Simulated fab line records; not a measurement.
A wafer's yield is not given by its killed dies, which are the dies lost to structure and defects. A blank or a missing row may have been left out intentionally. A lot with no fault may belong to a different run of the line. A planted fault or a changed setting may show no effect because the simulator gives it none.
fab line records    flow gf180mcu
record lots=24  wafers=72  last-day=34
route steps=602 shown LVPWELL@61 VT_IMPLANT@119 HV_LDD@198 CONTACT@312 V1@356
lots that met no fault: from a run of the same line without faults
start-h: hours from the record's first day to the start of the lot's first wafer shown    wait-h: how many hours have passed since the lot's step before this one    " as in the row above    L1.1+2: several wafers, shown together as one row    - no value, or no start was given    * or withheld: withheld    < > ~ a bound
route shown NAME@n: names a module that has steps shown in the file, with the first one's number in the route    usual: mean/standard deviation taken from wafers without a fault    same: alike in all rows    chamber/n: place in a boat    sites: the reading at each site    _std_site: standard deviation of those values    _edge_site: inner sites' mean taken away from outer sites' mean    radius-mm: for every site, how far away it sits from the centre of the wafer    mask NAME#n: copy n    behind: the most recent tool/chamber to have shaped the wafer    hold: reason for holding the lot/hours on hold/outcome of the hold    device: the transistor (n, p or np) that didn't switch    end of line: at the end of the route, the tests of the same wafers    a step with no rows: only its recipe    killed: the dies lost at the first sort to structure and to defects; this is not the yield of the wafer    map: a wafer's dies, marking killed ones x, the rest . and places with no die _
set.NAME: the setting the step ran with; set.NAME@STEP: the setting that earlier step ran with    model.NAME: the simulator's own value behind a step, which no gauge read
steps of the route over a sample of lots; a table a step, a row a wafer
services: a tool's chamber out of use, with start hour (start-h, from the record's first day; less than 0 if before it), hours out, and reason
## steps
# step GF_LVPWELL_OVL_MEAS_07
# usual LVPWELL_OVL=-0.3/1.5
lot.wafer  tool        chamber  start-h  wait-h  LVPWELL_OVL[nm]
L074.1     overlay-02  -        67.87    -       -0.7
L074.4     "           -        "        "       -0.5
L074.5     "           -        "        "       1.6
L075.2     overlay-01  -        72.44    -       -0.3
L075.5     "           -        "        "       0.4
L075.6     "           -        "        "       -0.4
L076.2     overlay-01  -        80.23    -       -1.3
L076.3     "           -        "        "       -2.9
L076.5     "           -        "        "       -1.9
L077.1     overlay-01  -        85.58    -       -2.6
L077.2     "           -        "        "       -0.8
L077.4     "           -        "        "       -3.5
L078.1     overlay-02  -        91.94    -       2.1
L078.2     "           -        "        "       3.5
L078.4     "           -        "        "       1.8
L079.2     overlay-01  -        96.24    -       -1.0
L079.4     "           -        "        "       -0.7
L079.6     "           -        "        "       -0.1
L080.2     overlay-01  -        101.93   -       -2.6
L080.4     "           -        "        "       -0.3
L080.6     "           -        "        "       1.1
L081.1     overlay-02  -        106.87   -       -2.9
L081.2     "           -        "        "       -0.3
L081.3     "           -        "        "       -0.5
L082.1     overlay-01  -        113.72   -       -2.5
L082.5     "           -        "        "       -2.8
L082.6     "           -        "        "       -1.1
L083.1     overlay-01  -        118.37   -       -0.8
L083.2     "           -        "        "       1.6
L083.5     "           -        "        "       -0.1
L084.1     overlay-02  -        124.17   -       -0.4
L084.4     "           -        "        "       -0.5
L084.5     "           -        "        "       -1.5
L085.1     overlay-01  -        131.43   -       -0.7
L085.2     "           -        "        "       0.9
L085.3     "           -        "        "       -0.3
L086.3     overlay-01  -        134.18   -       1.0
L086.4     "           -        "        "       -0.6
L086.5     "           -        "        "       -1.0
L087.2     overlay-01  -        146.13   -       1.0
L087.3     "           -        "        "       -0.9
L087.5     "           -        "        "       0.6
L088.3     overlay-02  -        150.15   -       -2.4
L088.5     "           -        "        "       -1.0
L088.6     "           -        "        "       -2.1
L089.1     overlay-01  -        155.03   -       0.8
L089.4     "           -        "        "       1.3
L089.6     "           -        "        "       1.2
L090.2     overlay-02  -        160.29   -       0.5
L090.4     "           -        "        "       -1.2
L090.5     "           -        "        "       0.3
L091.3     overlay-01  -        165.09   -       0.3
L091.4     "           -        "        "       0.4
L091.5     "           -        "        "       -1.8
L092.1     overlay-02  -        170.19   -       -0.1
L092.2     "           -        "        "       -0.3
L092.5     "           -        "        "       0.7
L093.1     overlay-02  -        176.77   -       -1.0
L093.2     "           -        "        "       -2.7
L093.3     "           -        "        "       0.2
L094.3     overlay-02  -        178.94   -       2.4
L094.5     "           -        "        "       3.0
L094.6     "           -        "        "       1.5
L095.2     overlay-02  -        183.94   -       -0.7
L095.4     "           -        "        "       -1.5
L095.6     "           -        "        "       -1.0
L096.1     overlay-01  -        202.02   -       0.1
L096.3     "           -        "        "       1.2
L096.5     "           -        "        "       -0.7
L097.1     overlay-02  -        202.97   -       0.4
L097.3     "           -        "        "       2.2
L097.5     "           -        "        "       0.8
# step GF_LVPWELL_TW_MEAS_11
# usual LVPWELL_TW=561/4.4
lot.wafer  tool           chamber  start-h  wait-h  LVPWELL_TW
L074.1     film-metro-01  -        68.31    0.1     562
L074.4     "              -        "        "       562
L074.5     "              -        "        "       563
L075.2     film-metro-02  -        72.88    0.1     556
L075.5     "              -        "        "       556
L075.6     "              -        "        "       559
L076.2     film-metro-01  -        80.67    0.1     564
L076.3     "              -        "        "       561
L076.5     "              -        "        "       564
L077.1     film-metro-04  -        86.01    0.1     554
L077.2     "              -        "        "       554
L077.4     "              -        "        "       554
L078.1     film-metro-01  -        92.37    0.1     562
L078.2     "              -        "        "       565
L078.4     "              -        "        "       562
L079.2     film-metro-01  -        96.68    0.1     565
L079.4     "              -        "        "       566
L079.6     "              -        "        "       564
L080.2     film-metro-01  -        102.37   0.1     566
L080.4     "              -        "        "       564
L080.6     "              -        "        "       567
L081.1     film-metro-02  -        107.31   0.1     558
L081.2     "              -        "        "       558
L081.3     "              -        "        "       560
L082.1     film-metro-01  -        114.16   0.1     563
L082.5     "              -        "        "       560
L082.6     "              -        "        "       563
L083.1     film-metro-01  -        118.81   0.1     570
L083.2     "              -        "        "       566
L083.5     "              -        "        "       567
L084.1     film-metro-04  -        124.61   0.1     558
L084.4     "              -        "        "       554
L084.5     "              -        "        "       559
L085.1     film-metro-02  -        131.86   0.1     560
L085.2     "              -        "        "       560
L085.3     "              -        "        "       560
L086.3     film-metro-04  -        134.63   0.1     556
L086.4     "              -        "        "       556
L086.5     "              -        "        "       557
L087.2     film-metro-01  -        146.57   0.1     571
L087.3     "              -        "        "       568
L087.5     "              -        "        "       569
L088.3     film-metro-04  -        150.59   0.1     559
L088.5     "              -        "        "       558
L088.6     "              -        "        "       558
L089.1     film-metro-02  -        155.46   0.1     560
L089.4     "              -        "        "       561
L089.6     "              -        "        "       561
L090.2     film-metro-01  -        160.73   0.1     572
L090.4     "              -        "        "       569
L090.5     "              -        "        "       567
L091.3     film-metro-04  -        165.53   0.1     559
L091.4     "              -        "        "       561
L091.5     "              -        "        "       558
L092.1     film-metro-04  -        170.62   0.1     558
L092.2     "              -        "        "       558
L092.5     "              -        "        "       557
L093.1     film-metro-04  -        177.21   0.1     558
L093.2     "              -        "        "       554
L093.3     "              -        "        "       553
L094.3     film-metro-01  -        179.38   0.1     563
L094.5     "              -        "        "       564
L094.6     "              -        "        "       557
L095.2     film-metro-01  -        184.38   0.1     558
L095.4     "              -        "        "       560
L095.6     "              -        "        "       560
L096.1     film-metro-04  -        202.46   0.1     553
L096.3     "              -        "        "       557
L096.5     "              -        "        "       558
L097.1     film-metro-01  -        203.41   0.1     562
L097.3     "              -        "        "       563
L097.5     "              -        "        "       563
# step GF_VT_IMPLANT_OVL_MEAS_29
# usual VT_IMPLANT_02_OVL=0.3/1.1
lot.wafer  tool        chamber  start-h  wait-h  VT_IMPLANT_02_OVL[nm]
L074.1     overlay-01  -        139.93   0.1     -1.3
L074.4     "           -        "        "       -0.1
L074.5     "           -        "        "       -1.2
L075.2     overlay-01  -        144.23   0.1     0.2
L075.5     "           -        "        "       0.6
L075.6     "           -        "        "       1.4
L076.2     overlay-01  -        153.43   0.1     -1.1
L076.3     "           -        "        "       -1.7
L076.5     "           -        "        "       -1.5
L077.1     overlay-02  -        159.58   0.1     -0.8
L077.2     "           -        "        "       1.0
L077.4     "           -        "        "       0.2
L078.1     overlay-01  -        165.98   0.1     1.4
L078.2     "           -        "        "       2.0
L078.4     "           -        "        "       1.8
L079.2     overlay-02  -        171.69   0.1     -1.2
L079.4     "           -        "        "       -0.6
L079.6     "           -        "        "       -1.8
L080.2     overlay-02  -        179.74   0.1     0.8
L080.4     "           -        "        "       3.2
L080.6     "           -        "        "       1.5
L081.1     overlay-02  -        183.59   0.1     0.5
L081.2     "           -        "        "       0.0
L081.3     "           -        "        "       0.0
L082.1     overlay-02  -        191.38   0.1     2.3
L082.5     "           -        "        "       1.4
L082.6     "           -        "        "       0.4
L083.1     overlay-02  -        197.43   0.1     -1.2
L083.2     "           -        "        "       -0.7
L083.5     "           -        "        "       0.9
L084.1     overlay-02  -        204.14   0.1     -0.9
L084.4     "           -        "        "       -1.3
L084.5     "           -        "        "       -0.4
L085.1     overlay-01  -        212.38   0.1     -1.1
L085.2     "           -        "        "       -1.3
L085.3     "           -        "        "       0.6
L086.3     overlay-01  -        214.85   0.1     -1.0
L086.4     "           -        "        "       1.4
L086.5     "           -        "        "       1.8
L087.2     overlay-01  -        228.59   0.1     -1.1
L087.3     "           -        "        "       -0.3
L087.5     "           -        "        "       -0.1
L088.3     overlay-01  -        233.19   0.1     -0.7
L088.5     "           -        "        "       0.0
L088.6     "           -        "        "       -1.1
L089.1     overlay-02  -        240.68   0.1     0.2
L089.4     "           -        "        "       1.0
L089.6     "           -        "        "       1.1
L090.2     overlay-02  -        245.88   0.1     -0.7
L090.4     "           -        "        "       0.4
L090.5     "           -        "        "       0.8
L091.3     overlay-02  -        250.75   0.1     0.5
L091.4     "           -        "        "       1.9
L091.5     "           -        "        "       -0.2
L092.1     overlay-02  -        258.73   0.1     1.0
L092.2     "           -        "        "       0.4
L092.5     "           -        "        "       0.2
L093.1     overlay-01  -        264.58   0.1     0.5
L093.2     "           -        "        "       0.3
L093.3     "           -        "        "       1.5
L094.3     overlay-01  -        269.34   0.1     0.3
L094.5     "           -        "        "       0.6
L094.6     "           -        "        "       0.4
L095.2     overlay-01  -        273.43   0.1     -0.3
L095.4     "           -        "        "       0.6
L095.6     "           -        "        "       2.1
L096.1     overlay-01  -        295.68   0.1     1.3
L096.3     "           -        "        "       0.3
L096.5     "           -        "        "       0.2
L097.1     overlay-02  -        297.73   0.1     1.4
L097.3     "           -        "        "       2.1
L097.5     "           -        "        "       1.1
# step GF_HV_LDD_STRIP_22
# recipe chemistry=O2/N2  power-w=1400  pressure-mtorr=1500  platen-temp-c=250  o2-flow-sccm=3000  n2-flow-sccm=300  overash-fraction=0.5
# usual drypump-motor-current-A=5.74/0.11  heater-power-w=336/40  oes-product-au=0.716/0.0047  strip-time-to-endpoint-s=12.652/0.029
lot.wafer  tool             chamber  start-h  wait-h  drypump-motor-current-A  heater-power-w  oes-product-au  rf-hours-counter-h  strip-time-to-endpoint-s
L074.1     plasma-asher-01  0        238.23   0.1     5.75                     353             0.723           44                  12.682
L074.4     "                0        "        "       5.76                     354             0.727           -                   12.686
L074.5     "                0        "        "       5.74                     362             0.722           -                   12.690
L075.2     plasma-asher-02  1        238.53   0.1     5.82                     378             0.713           61                  12.629
L075.5     "                0        "        "       5.55                     302             0.717           -                   12.659
L075.6     "                1        "        "       5.81                     376             0.723           -                   12.622
L076.2     plasma-asher-03  0        246.48   0.1     5.66                     363             0.715           62                  12.648
L076.3     "                1        "        "       5.71                     356             0.713           -                   12.583
L076.5     "                1        "        "       5.71                     357             0.714           -                   12.606
L077.1     plasma-asher-01  0        259.08   0.1     5.70                     366             0.712           46                  12.650
L077.2     "                1        "        "       5.90                     283             0.715           46                  12.714
L077.4     "                1        "        "       5.84                     286             0.718           -                   12.668
L078.1     plasma-asher-03  0        262.89   0.1     5.68                     377             0.721           63                  12.668
L078.2     "                1        "        "       5.67                     352             0.712           63                  12.656
L078.4     "                1        "        "       5.71                     359             0.716           -                   12.614
L079.2     plasma-asher-02  0        267.58   0.1     5.54                     305             0.711           64                  12.622
L079.4     "                1        "        "       5.81                     378             0.716           -                   12.670
L079.6     "                1        "        "       5.80                     376             0.712           -                   12.631
L080.2     plasma-asher-02  1        280.18   0.1     5.82                     375             0.718           66                  12.645
L080.4     "                0        "        "       5.53                     297             0.719           -                   12.648
L080.6     "                0        "        "       5.54                     307             0.714           -                   12.624
L081.1     plasma-asher-01  0        283.03   0.1     5.73                     351             0.715           48                  12.606
L081.2     "                1        "        "       5.85                     273             0.724           48                  12.629
L081.3     "                0        "        "       5.75                     352             0.720           -                   12.598
L082.1     plasma-asher-01  1        290.43   0.1     5.89                     279             0.719           49                  12.671
L082.5     "                0        "        "       5.74                     371             0.714           -                   12.612
L082.6     "                1        "        "       5.83                     283             0.718           -                   12.658
L083.1     plasma-asher-03  0        297.58   0.1     5.65                     383             0.713           67                  12.684
L083.2     "                1        "        "       5.69                     373             0.715           67                  12.680
L083.5     "                0        "        "       5.67                     384             0.712           -                   12.654
L084.1     plasma-asher-01  1        305.57   0.1     5.85                     288             0.721           50                  12.667
L084.4     "                0        "        "       5.77                     362             0.723           -                   12.630
L084.5     "                1        "        "       5.90                     284             0.717           -                   12.652
L085.1     plasma-asher-01  1        315.92   0.1     5.87                     284             0.719           51                  12.619
L085.2     "                0        "        "       5.78                     361             0.718           51                  12.600
L085.3     "                0        "        "       5.75                     365             0.720           -                   12.639
L086.3     plasma-asher-03  1        318.82   0.1     5.68                     348             0.713           -                   12.641
L086.4     "                0        "        "       5.69                     387             0.713           -                   12.647
L086.5     "                1        "        "       5.67                     352             0.711           -                   12.638
L087.2     plasma-asher-02  0        338.63   0.1     5.53                     305             0.727           72                  12.644
L087.3     "                0        "        "       5.51                     295             0.721           -                   12.679
L087.5     "                1        "        "       5.77                     386             0.718           -                   12.662
L088.3     plasma-asher-03  1        344.41   0.1     5.71                     362             0.716           -                   12.689
L088.5     "                1        "        "       5.69                     374             0.715           -                   12.701
L088.6     "                0        "        "       5.67                     394             0.719           -                   12.672
L089.1     plasma-asher-01  1        352.99   0.1     5.89                     281             0.717           55                  12.655
L089.4     "                0        "        "       5.74                     363             0.715           -                   12.659
L089.6     "                0        "        "       5.74                     355             0.715           -                   12.639
L090.2     plasma-asher-01  0        359.52   0.1     5.79                     359             0.713           56                  12.634
L090.4     "                1        "        "       5.88                     282             0.717           -                   12.642
L090.5     "                0        "        "       5.74                     366             0.715           -                   12.622
L091.3     plasma-asher-02  0        364.21   0.1     5.55                     300             0.720           -                   12.644
L091.4     "                1        "        "       5.83                     378             0.707           -                   12.639
L091.5     "                1        "        "       5.84                     376             0.712           -                   12.655
L092.1     plasma-asher-01  0        374.09   0.1     5.73                     355             0.725           57                  12.656
L092.2     "                1        "        "       5.88                     276             0.716           57                  12.715
L092.5     "                0        "        "       5.76                     350             0.712           -                   12.699
L093.1     plasma-asher-01  0        384.61   0.1     5.72                     370             0.717           58                  12.670
L093.2     "                1        "        "       5.88                     277             0.709           58                  12.657
L093.3     "                1        "        "       5.86                     283             0.714           -                   12.659
L094.3     plasma-asher-02  1        386.26   0.1     5.83                     375             0.716           -                   12.650
L094.5     "                1        "        "       5.81                     373             0.722           -                   12.678
L094.6     "                0        "        "       5.54                     303             0.722           -                   12.712
L095.2     plasma-asher-02  0        393.04   0.1     5.53                     305             0.711           78                  12.634
L095.4     "                1        "        "       5.81                     382             0.720           -                   12.627
L095.6     "                0        "        "       5.54                     298             0.713           -                   12.669
L096.1     plasma-asher-01  0        413.77   0.1     5.76                     361             0.719           61                  12.628
L096.3     "                1        "        "       5.88                     278             0.718           -                   12.603
L096.5     "                1        "        "       5.88                     276             0.722           -                   12.577
L097.1     plasma-asher-01  0        417.49   0.1     5.74                     356             0.715           61                  12.656
L097.3     "                1        "        "       5.87                     277             0.721           -                   12.615
L097.5     "                0        "        "       5.74                     368             0.716           -                   12.650
# step GF_CONTACT_RS_MEAS_25
# recipe thk-meas-gauge=four-point-probe  reads=W_of_CONTACT_CVD_24+TiN_of_CONTACT_SPUTTER_23+Ti_of_CONTACT_SPUTTER_22
# usual CONTACT_W_RS=0.380/0.0054
lot.wafer  tool           chamber  start-h  wait-h  CONTACT_W_RS[ohm/sq]
L074.1     film-metro-01  -        365.39   0.1     0.376
L074.4     "              -        "        "       0.386
L074.5     "              -        "        "       0.374
L075.2     film-metro-01  -        366.80   0.1     0.382
L075.5     "              -        "        "       0.386
L075.6     "              -        "        "       0.376
L076.2     film-metro-04  -        376.23   0.1     0.375
L076.3     "              -        "        "       0.387
L076.5     "              -        "        "       0.371
L077.1     film-metro-01  -        391.95   0.1     0.365
L077.2     "              -        "        "       0.378
L077.4     "              -        "        "       0.381
L078.1     film-metro-04  -        393.99   0.1     0.377
L078.2     "              -        "        "       0.390
L078.4     "              -        "        "       0.378
L079.2     film-metro-01  -        401.57   0.1     0.388
L079.4     "              -        "        "       0.377
L079.6     "              -        "        "       0.386
L080.2     film-metro-01  -        416.37   0.1     0.373
L080.4     "              -        "        "       0.384
L080.6     "              -        "        "       0.382
L081.1     film-metro-02  -        419.11   0.1     0.374
L081.2     "              -        "        "       0.383
L081.3     "              -        "        "       0.372
L082.1     film-metro-02  -        428.35   0.2     0.377
L082.5     "              -        "        "       0.373
L082.6     "              -        "        "       0.377
L083.1     film-metro-01  -        435.70   0.2     0.375
L083.2     "              -        "        "       0.376
L083.5     "              -        "        "       0.380
L084.1     film-metro-04  -        447.34   0.1     0.386
L084.4     "              -        "        "       0.383
L084.5     "              -        "        "       0.383
L085.1     film-metro-02  -        458.74   0.1     0.386
L085.2     "              -        "        "       0.380
L085.3     "              -        "        "       0.375
L086.3     film-metro-01  -        462.38   0.1     0.382
L086.4     "              -        "        "       0.377
L086.5     "              -        "        "       0.384
L087.2     film-metro-02  -        485.51   0.1     0.377
L087.3     "              -        "        "       0.387
L087.5     "              -        "        "       0.373
L088.3     film-metro-02  -        490.15   0.1     0.381
L088.5     "              -        "        "       0.381
L088.6     "              -        "        "       0.383
L089.1     film-metro-01  -        498.60   0.1     0.386
L089.4     "              -        "        "       0.382
L089.6     "              -        "        "       0.376
L090.2     film-metro-02  -        507.66   0.1     0.379
L090.4     "              -        "        "       0.374
L090.5     "              -        "        "       0.377
L091.3     film-metro-02  -        511.29   0.1     0.374
L091.4     "              -        "        "       0.381
L091.5     "              -        "        "       0.379
L092.1     film-metro-02  -        521.35   0.1     0.383
L092.2     "              -        "        "       0.383
L092.5     "              -        "        "       0.382
L093.1     film-metro-02  -        535.38   0.1     0.370
L093.2     "              -        "        "       0.381
L093.3     "              -        "        "       0.372
L094.3     film-metro-02  -        535.73   0.1     0.385
L094.5     "              -        "        "       0.380
L094.6     "              -        "        "       0.382
L095.2     film-metro-01  -        541.22   0.1     0.385
L095.4     "              -        "        "       0.378
L095.6     "              -        "        "       0.384
L096.1     film-metro-04  -        562.00   0.1     0.383
L096.3     "              -        "        "       0.389
L096.5     "              -        "        "       0.388
L097.1     film-metro-01  -        565.54   0.1     0.382
L097.3     "              -        "        "       0.374
L097.5     "              -        "        "       0.372
# step GF_V1_SPUTTER_21
# recipe material=Ti  target-thk-nm=15  chamber-pressure-pa=5  power-w=2500  substrate-temp-c=200  time-s=80.02
# usual throttle-valve-pct=29.7/0.73
lot.wafer  tool            chamber  start-h  wait-h  throttle-valve-pct
L074.1     pvd-sputter-02  -        412.45   0.0     30.6
L074.4     "               -        "        "       30.6
L074.5     "               -        "        "       30.6
L075.2     pvd-sputter-04  -        413.67   0.0     28.9
L075.5     "               -        "        "       28.7
L075.6     "               -        "        "       28.9
L076.2     pvd-sputter-02  -        424.52   0.0     29.6
L076.3     "               -        "        "       30.7
L076.5     "               -        "        "       30.5
L077.1     pvd-sputter-02  -        442.07   0.0     29.6
L077.2     "               -        "        "       29.9
L077.4     "               -        "        "       30.5
L078.1     pvd-sputter-02  -        443.53   0.0     30.8
L078.2     "               -        "        "       29.8
L078.4     "               -        "        "       29.5
L079.2     pvd-sputter-03  -        452.39   0.0     29.4
L079.4     "               -        "        "       28.8
L079.6     "               -        "        "       29.3
L080.2     pvd-sputter-03  -        466.98   0.0     29.3
L080.4     "               -        "        "       29.2
L080.6     "               -        "        "       29.5
L081.1     pvd-sputter-02  -        470.23   0.0     30.3
L081.2     "               -        "        "       30.9
L081.3     "               -        "        "       29.7
L082.1     pvd-sputter-02  -        480.10   0.0     30.7
L082.5     "               -        "        "       29.3
L082.6     "               -        "        "       30.4
L083.1     pvd-sputter-02  -        486.67   0.0     29.7
L083.2     "               -        "        "       30.8
L083.5     "               -        "        "       29.2
L084.1     pvd-sputter-04  -        498.48   0.0     29.2
L084.4     "               -        "        "       28.3
L084.5     "               -        "        "       28.8
L085.1     pvd-sputter-03  -        509.45   0.0     28.7
L085.2     "               -        "        "       29.3
L085.3     "               -        "        "       29.3
L086.3     pvd-sputter-03  -        513.03   0.0     28.7
L086.4     "               -        "        "       29.1
L086.5     "               -        "        "       29.1
L087.2     pvd-sputter-02  -        534.54   0.0     30.4
L087.3     "               -        "        "       30.9
L087.5     "               -        "        "       30.5
L088.3     pvd-sputter-02  -        539.07   0.0     30.9
L088.5     "               -        "        "       30.8
L088.6     "               -        "        "       29.8
L089.1     pvd-sputter-04  -        546.06   0.0     28.7
L089.4     "               -        "        "       28.8
L089.6     "               -        "        "       28.8
L090.2     pvd-sputter-02  -        555.63   0.0     30.4
L090.4     "               -        "        "       29.7
L090.5     "               -        "        "       30.5
L091.3     pvd-sputter-03  -        559.84   0.0     29.0
L091.4     "               -        "        "       29.0
L091.5     "               -        "        "       29.6
L092.1     pvd-sputter-04  -        568.68   0.0     28.6
L092.2     "               -        "        "       29.4
L092.5     "               -        "        "       28.7
L093.1     pvd-sputter-03  -        581.95   0.0     29.1
L093.2     "               -        "        "       29.4
L093.3     "               -        "        "       28.5
L094.3     pvd-sputter-02  -        582.49   0.0     30.4
L094.5     "               -        "        "       30.9
L094.6     "               -        "        "       29.7
L095.2     pvd-sputter-03  -        588.05   0.0     29.0
L095.4     "               -        "        "       28.8
L095.6     "               -        "        "       29.4
L096.1     pvd-sputter-03  -        607.05   0.0     29.0
L096.3     "               -        "        "       29.1
L096.5     "               -        "        "       29.4
L097.1     pvd-sputter-02  -        610.94   0.0     30.8
L097.3     "               -        "        "       30.0
L097.5     "               -        "        "       30.5
## services
tool             chamber  start-h  hours  kind
pvd-sputter-02   -        223.12   16.2   repair
pvd-sputter-04   -        239.54   0.6    repair
plasma-asher-01  -        253.73   2.9    repair
pvd-sputter-04   -        253.78   1.1    repair
pvd-sputter-04   -        277.02   4.2    repair
pvd-sputter-02   -        302.82   4.4    repair
plasma-asher-03  -        313.21   4.3    pm
pvd-sputter-03   -        327.00   2.3    repair
pvd-sputter-04   -        374.38   10.8   repair
plasma-asher-01  -        397.79   3.3    repair
plasma-asher-03  -        399.56   2.8    pm
plasma-asher-02  -        421.25   9.0    pm
pvd-sputter-03   -        433.44   5.4    repair
plasma-asher-01  -        442.28   1.2    repair
plasma-asher-01  -        449.66   2.2    repair
plasma-asher-01  -        486.82   1.3    repair
pvd-sputter-02   -        514.90   1.1    repair
plasma-asher-01  -        521.87   2.8    pm
plasma-asher-01  -        532.44   4.1    repair
plasma-asher-02  -        538.36   14.6   pm
pvd-sputter-02   -        546.38   8.1    repair
pvd-sputter-04   -        584.05   13.2   repair
plasma-asher-01  -        604.80   3.2    repair
plasma-asher-01  -        608.02   14.6   pm
## key
fault none
